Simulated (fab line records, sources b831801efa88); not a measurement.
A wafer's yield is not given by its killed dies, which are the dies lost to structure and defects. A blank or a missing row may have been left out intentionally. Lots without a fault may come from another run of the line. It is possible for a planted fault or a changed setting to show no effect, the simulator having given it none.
Chamber matching / flow sky130 / SKY_PASSIVATION_CVD_00 on pecvd-03 has 3 sister chambers
The step deposits SiO2, target thk 90 nm. 14 wafers are shown with their chamber, then 7 later ones without.

WAFERS WITH THEIR CHAMBER
wafer=L081.1; chamber=2; heater_power_w (W)=611
wafer=L081.4; chamber=0; heater_power_w (W)=543
wafer=L081.5; chamber=1; heater_power_w (W)=760
wafer=L084.1; chamber=2; heater_power_w (W)=638
wafer=L084.3; chamber=0; heater_power_w (W)=482
wafer=L084.5; chamber=0; heater_power_w (W)=490
wafer=L087.3; chamber=2; heater_power_w (W)=634
wafer=L087.4; chamber=1; heater_power_w (W)=729
wafer=L087.6; chamber=1; heater_power_w (W)=732
wafer=L089.4; chamber=2; heater_power_w (W)=642
wafer=L089.5; chamber=1; heater_power_w (W)=639
wafer=L089.6; chamber=0; heater_power_w (W)=443
wafer=L092.3; chamber=0; heater_power_w (W)=509
wafer=L092.4; chamber=2; heater_power_w (W)=573

SIGNATURES (means of the wafers above)
reading=heater_power_w; chamber 0=493.40; chamber 1=715.00; chamber 2=619.60; scatter within a chamber=39.3
Rule: for each reading, subtract the chamber's mean from the wafer's reading, divide by that reading's scatter and square the result; add these up over the readings and take the root, which gives the wafer's distance from the chamber. If the next closest chamber is less than 2 further off than the closest, the wafer can't be placed; otherwise it belongs to the closest. The scatter: the root of (the sum of the squares of (reading less its chamber's mean) over the shown wafers, divided by (wafers less chambers)).

WAFERS WITH NO CHAMBER GIVEN
wafer=L092.5; heater_power_w (W)=525
wafer=L091.4; heater_power_w (W)=533
wafer=L091.5; heater_power_w (W)=681
wafer=L091.6; heater_power_w (W)=580
wafer=L094.1; heater_power_w (W)=528
wafer=L094.4; heater_power_w (W)=697
wafer=L094.6; heater_power_w (W)=519

EACH ONE'S CHAMBER
wafer=L092.5; from the rows above=can't be placed: 0 or 2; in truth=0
wafer=L091.4; from the rows above=can't be placed: 0 or 2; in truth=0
wafer=L091.5; from the rows above=can't be placed: 1 or 2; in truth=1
wafer=L091.6; from the rows above=can't be placed: 2 or 0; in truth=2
wafer=L094.1; from the rows above=can't be placed: 0 or 2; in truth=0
wafer=L094.4; from the rows above=can't be placed: 1 or 2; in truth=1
wafer=L094.6; from the rows above=can't be placed: 0 or 2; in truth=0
Correct placement for 0 of the 7. Can't be placed from these rows: 7 (the true chamber is among the candidates in 7). Number placed wrongly: 0.
